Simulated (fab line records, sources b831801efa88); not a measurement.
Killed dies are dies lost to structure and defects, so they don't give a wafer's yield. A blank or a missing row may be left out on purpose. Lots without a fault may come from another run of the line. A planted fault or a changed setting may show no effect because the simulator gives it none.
Problem report in the 8D (eight disciplines) form, filled by code | flow gf180mcu | the parts of the form that need people (team, actions taken, sign-off) are left out

1. THE PROBLEM
V2_CVD_02_THK at GF_V2_THK_MEAS_03 reads a mean of 778 nm on 3 wafers of 2 lots; wafers without a fault read 856 nm with a standard deviation of 13. That is -6.0 standard deviations from the usual mean.
First seen on wafer L190.1, day 24 04:40, on film_metro-02. The record holds 36 wafers of 12 lots with a number at this step. Rule for "out", or "out of limits": more than 4 standard deviations from the usual mean. The other wafers with a number count as sound.

2. WHAT IT IS AND WHAT IT IS NOT
question                    | is                           | is not
which readings at this step | V2_CVD_02_THK                | -
which lots                  | L190, L191                   | L178, L179, L180, L181, L192, L194, L195, L196, L197, L198
which wafers of those lots  | L190.1, L190.3, L191.1       | L190.4, L191.5, L191.6
read on which gauges        | film_metro-02, film_metro-04 | film_metro-03
when                        | from day 24 04:40            | up to then (13 sound wafers); but 20 sound wafers of L191, L192, L194, L195, L196, L197, L198 came after

3. SUSPECTS, AND WHAT RULES EACH OUT
Counting: a tool at a process step up to the reading stays a suspect if it ran every lot that is out. Sound lots after the first of them don't rule it out here, since some wafers of a struck lot are sound.
- the gauge at GF_V2_THK_MEAS_03: ruled out. The wafers that are out were read on 2 gauges (film_metro-02, film_metro-04).
- pecvd-04 at GF_V2_CVD_02 (deposits SiO2 from TEOS, target thk 850 nm, time 94.851 s): kept. It ran every lot that is out, first L190 (day 24 04:35); its last sound lot up to then is L181 (day 21 00:41).
Left after counting: pecvd-04 at GF_V2_CVD_02.

4. THE CAUSE (what the simulator had put in)
Process parameter drift: pecvd-04, from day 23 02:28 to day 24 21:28, at GF_V2_CVD_02. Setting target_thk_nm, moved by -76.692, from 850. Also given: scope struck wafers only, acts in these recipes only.
Counting left only this tool.

5. THE CHAIN OF EFFECTS, in route order
Each row: a reading whose mean over the struck wafers that have a number lies more than 3 standard deviations from the usual. Only readings for which the record gives a usual standard deviation are gone through. hours: the time from each lot's start at the first step in this table that gives one to its start at this step, as a median over the lots. sigmas: the change in usual standard deviations.
hours | step              | reading            | usual  | on struck wafers | change | sigmas
0     | GF_V2_THK_MEAS_03 | V2_CVD_02_THK      | 856 nm | 778              | -78    | -6.0
0     | GF_V2_CMP_04      | time_to_endpoint_s | 84 s   | 53               | -31    | -4.6
The process steps in it:
- GF_V2_CMP_04: polishes SiO2.
Later measuring or inspecting steps at which every struck wafer that the step has a row for has a number for every such reading, and none has moved that far: GF_V2_OVL_MEAS_15.

6. WHAT WOULD HAVE CAUGHT IT SOONER
In this record the first reading out of limits at a measuring or inspecting step was taken at day 24 04:40, 26 hours after the fault began at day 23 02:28.
Of the tool readings at GF_V2_CVD_02 for which the record gives a usual standard deviation, none was out on any struck wafer, so an alarm limit of 4 standard deviations on them would not have fired.
Of the lots that are out (2), L191 began GF_V2_CVD_02 on pecvd-04 after day 24 04:40. A hold on the tool at that time would have spared it.
